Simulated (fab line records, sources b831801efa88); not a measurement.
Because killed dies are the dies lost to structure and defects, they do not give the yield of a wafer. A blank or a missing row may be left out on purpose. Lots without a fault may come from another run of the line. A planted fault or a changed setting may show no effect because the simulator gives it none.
Which tool is to blame?	flow sky130	14 lots, 42 wafers sampled, at 2 steps of a route of 708

== WHAT EACH GAUGE READ, for each wafer ==
No reading from a measuring or inspecting step in the record can be judged against a usual standard deviation.

== WHICH TOOL RAN EACH LOT (tool, then ch and the chambers of the sampled wafers, then the start) ==
lot	SKY_CONTACT_CLEAN_21	SKY_PAD_OPEN_PROBE_99
L517	wet-bench-03 ch 3, day 30 23:20	-
L518	wet-bench-03 ch 1, day 31 08:25	-
L519	wet-bench-01 ch 2, day 31 21:16	-
L520	wet-bench-01 ch 1, day 32 03:50	-
L521	wet-bench-01 ch 3, day 32 13:02	-
L522	wet-bench-01 ch 3, day 32 18:50	-
L523	wet-bench-04 ch 1, day 33 09:37	-
L525	wet-bench-04 ch 2, day 34 03:08	-
L526	wet-bench-03 ch 2, day 35 11:25	prober-02, day 48 09:47
L527	wet-bench-03 ch 1, day 35 13:35	-
L528	wet-bench-03 ch 2, day 35 17:10	-
L533	wet-bench-04 ch 3, day 36 22:50	prober-01, day 49 06:42
L538	wet-bench-04 ch 3, day 38 11:15	prober-02, day 50 10:32
L540	wet-bench-01 ch 2, day 38 14:37	-
- SKY_CONTACT_CLEAN_21: cleans in IPA, time 180 s.
- SKY_PAD_OPEN_PROBE_99

== WHAT THE TOOLS THEMSELVES READ (means of the sampled wafers that have a number; where no wafer has one, the mark that the record gives instead) ==
SKY_PAD_OPEN_PROBE_99. Usual: killed_at_M0_to_M3 44, standard deviation 7.2; killed_at_M4_up 3.1, standard deviation 1.8; killed-at-contacts 24, standard deviation 4.5; killed-at-front-end 16, standard deviation 4.4; killed-at-other 0.2, standard deviation 0.42; killed-dies 87, standard deviation 8.9; killed-open 48, standard deviation 6.4; killed-short 39, standard deviation 6.2.
lot	tool	killed_at_M0_to_M3	killed_at_M4_up	killed-at-contacts	killed-at-front-end	killed-at-other	killed-dies	killed-open	killed-short	flag
L526	prober-02	45	2.7	27	12	0.0	86	43	43	
L533	prober-01	40	2.3	90	13	0.0	146	44	34	OFF
L538	prober-02	36	3.0	92	15	0.3	146	44	31	OFF

== THE ANSWER, worked out from the rows above alone ==
Rule: a lot is off if the mean of its wafers that have a number lies more than 3 standard deviations from the usual mean. A lot without any number at a reading at which 4 lots or more have one is off too. Any other lot the step has rows for is counted as sound. After the gauges, taken in route order, come the tools' own readings; for these a lot's mean is taken, as printed above. The first step at which some lot is off is used, and at that step the reading that is off furthest; a lot without a number counts as furthest.
Off: L533, L538 (SKY_PAD_OPEN_PROBE_99, killed-at-contacts). Neither off nor sound, because the step has no rows for them: L517, L518, L519, L520, L521, L522, L523, L525, L527, L528, L540.
If a tool, at that step or one of the process steps before it, ran each lot that is off and ran no sound lot following the first of them, it fits. One fits: wet-bench-04 at SKY_CONTACT_CLEAN_21. It ran no sound lot before its first lot that is off in this sample, so the start can't be narrowed down.

== WHAT HAD BEEN PUT IN BY THE SIMULATOR ==
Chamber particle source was wet-bench-04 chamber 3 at SKY_CONTACT_CLEAN_21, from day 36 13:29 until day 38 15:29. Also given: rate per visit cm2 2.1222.
Struck lots among those shown: L533, L538. The same result came from the rule above.
